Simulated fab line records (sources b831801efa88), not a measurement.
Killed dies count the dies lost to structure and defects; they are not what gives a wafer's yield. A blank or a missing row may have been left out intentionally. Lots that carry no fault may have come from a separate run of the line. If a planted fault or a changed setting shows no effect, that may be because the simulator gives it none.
Comparing a struck lot with a sound one    flow sky130    20 steps out of a route of 708
Sound: wafers L810.2, L810.4, L810.6. The struck wafers were L825.4, L825.5, L825.6. The cause is named last.
At each step with rows: each side's tool, then ch and its chambers, then its first start. Under that, the readings that differ: sound wafers    struck wafers    difference of the means    sigmas: that difference in standard deviations of wafers without a fault.
alike: readings with means less than 2 such deviations apart, plus words and numbers identical on both sides. not compared: withheld readings, readings lacking a value on some wafer, bounds such as >300 that could conceal the same value, and numbers that have no deviation in the record and whose values overlap.
Wherever a step has rows on one side only, a row that says differs or no value, or a row with sigmas, the two part there. Numbers that have no deviation but don't overlap get no sigmas and don't part them. A reading that every wafer of one side lacks parts them only if that side has two wafers or more.

first, 1 step without rows for these wafers: SKY_METAL3_SPUTTER_01 (material TiN, target thk 20 nm, time 16.7 s).
SKY_METAL3_SPUTTER_02: material AlCu, target thk 735 nm, time 39.1 s.
  sound on pvdSputter-03, day 37 16:38; struck on pvdSputter-04, day 41 11:25
  alike: chamberPressurePa, throttleValvePct
SKY_METAL3_SPUTTER_03: material Ti, target thk 5 nm, time 3.3 s.
  sound on pvdSputter-03, day 37 16:41; struck on pvdSputter-04, day 41 11:26
  alike: chamberPressurePa, throttleValvePct
SKY_METAL3_SPUTTER_04: material TiN, target thk 70 nm, time 58.3 s.
  sound on pvdSputter-03, day 37 16:42; struck on pvdSputter-04, day 41 11:28
  alike: chamberPressurePa, throttleValvePct
SKY_CAPM_CVD_00: deposits SiO2, target thk 15.5 nm.
  sound on pecvd-02 ch 0,2, day 37 16:45; struck on pecvd-04 ch 1,2, day 41 11:31
  alike: heaterPowerW
SKY_CAPM_THK_MEAS_01:
  sound on filmMetro-02, day 37 16:47; struck on filmMetro-01, day 41 11:34
  alike: CAPM_CVD_00_THK
then, 1 step without rows for these wafers: SKY_CAPM_SPUTTER_02 (material TiN, target thk 200 nm, time 166.7 s).
SKY_CAPM_RS_MEAS_03: the measuring method here is four-point-probe.
  sound on filmMetro-03, day 37 16:58; struck on filmMetro-03, day 41 11:46
reading               sound           struck          difference  sigmas
CAPM_TIN_RS (ohm/sq)  6.80 6.79 6.84  7.07 7.00 6.87  +0.17       +2
SKY_CAPM_THK_MEAS_04: measures by xrf.
  sound on filmMetro-03, day 37 17:04; struck on filmMetro-03, day 41 11:52
reading            sound              struck             difference  sigmas
CAPM_TIN_THK (nm)  203.7 202.8 202.4  196.5 197.1 201.4  -4.6        -2
then, 3 steps without rows for these wafers: SKY_CAPM_DEHYDRATE_05 (time 60 s); SKY_CAPM_HMDS_06 (prime time 60 s); SKY_CAPM_COAT_07 (resist thk 1140 nm).
SKY_CAPM_SOFTBAKE_08: time 60 s.
  sound on lithoTrack-02 ch 0, day 38 05:11; struck on lithoTrack-03 ch 0, day 41 23:11
reading                sound              struck             difference  sigmas
heaterPowerTotalW (W)  56.63 56.51 56.59  54.63 54.45 54.56  -2.03       -48
plateTempC (C)         90.09 89.94 90.00  87.57 87.46 87.45  -2.52       -21
  alike: exhaustPa
then, 2 steps without rows for these wafers: SKY_CAPM_EXPOSE_09 (exposes mask CAPM, target cd 1000 nm); SKY_CAPM_PEB_10.
SKY_CAPM_DEVELOP_11: develop time 60 s.
  sound on lithoTrack-01 ch 0, day 38 17:25; struck on lithoTrack-01 ch 0, day 42 10:40
reading                                   sound           struck          difference  sigmas
model.NOVOLAK_of_CAPM_COAT_07.thkNm (nm)  1135 1135 1132  1149 1149 1150  +15         
  alike: exhaustPa
SKY_CAPM_OVL_MEAS_12:
  sound on overlay-01, day 38 17:32; struck on overlay-02, day 42 10:45
reading        sound        struck          difference  sigmas
CAPM_OVL (nm)  1.7 0.8 2.5  -2.5 -2.3 -3.6  -4.5        -3
SKY_CAPM_METAL_ETCH_13: etches TiN in Cl2/BCl3, stops on SiO2, target depth 220 nm, time 62.9 s.
  sound on rieMetal-03 ch 0,1, day 38 17:34; struck on rieMetal-02 ch 0, day 42 10:51
reading                                   sound            struck          difference  sigmas
model.NOVOLAK_of_CAPM_COAT_07.thkNm (nm)  988.7 989.3 983  1004 1003 1004  +17         
  alike: drypumpMotorCurrentA, oesProductAu, throttleValvePct
  not compared: rfHoursCounterH
SKY_CAPM_STRIP_14: strips in O2/N2.
  sound on plasmaAsher-02 ch 0,1, day 38 17:39; struck on plasmaAsher-03 ch 0,1, day 42 10:58
reading                   sound              struck             difference  sigmas
stripTimeToEndpointS (s)  12.62 12.59 12.55  12.77 12.79 12.79  +0.20       +4
  alike: drypumpMotorCurrentA, oesProductAu
  not compared: rfHoursCounterH
-- the record jumps here: 7 days lie between the struck wafers' starts before and after (it left off in module CAPM and takes up again in module PAD_OPEN, whose first step shown is number 708 of the route) --
SKY_PAD_OPEN_PROBE_99:
  sound on prober-01, day 46 15:37; struck on prober-02, day 49 17:25
  alike: defectLimitedYield, killed_at_M0_to_M3, killed_at_M4_up, killedAtContacts, killedAtFrontEnd, killedAtOther, killedDies, killedOpen, killedShort, sort_bin_3_pad_short, sort_bin_5_function, sort_bin_6_memory, sortNPass, sortYieldPct

WHERE THEY PART
Last at SKY_CAPM_STRIP_14 as far as this record goes, first at SKY_CAPM_RS_MEAS_03. Later steps at which nothing parts them and some readings are alike: SKY_PAD_OPEN_PROBE_99.

WHY: the cause the simulator had injected
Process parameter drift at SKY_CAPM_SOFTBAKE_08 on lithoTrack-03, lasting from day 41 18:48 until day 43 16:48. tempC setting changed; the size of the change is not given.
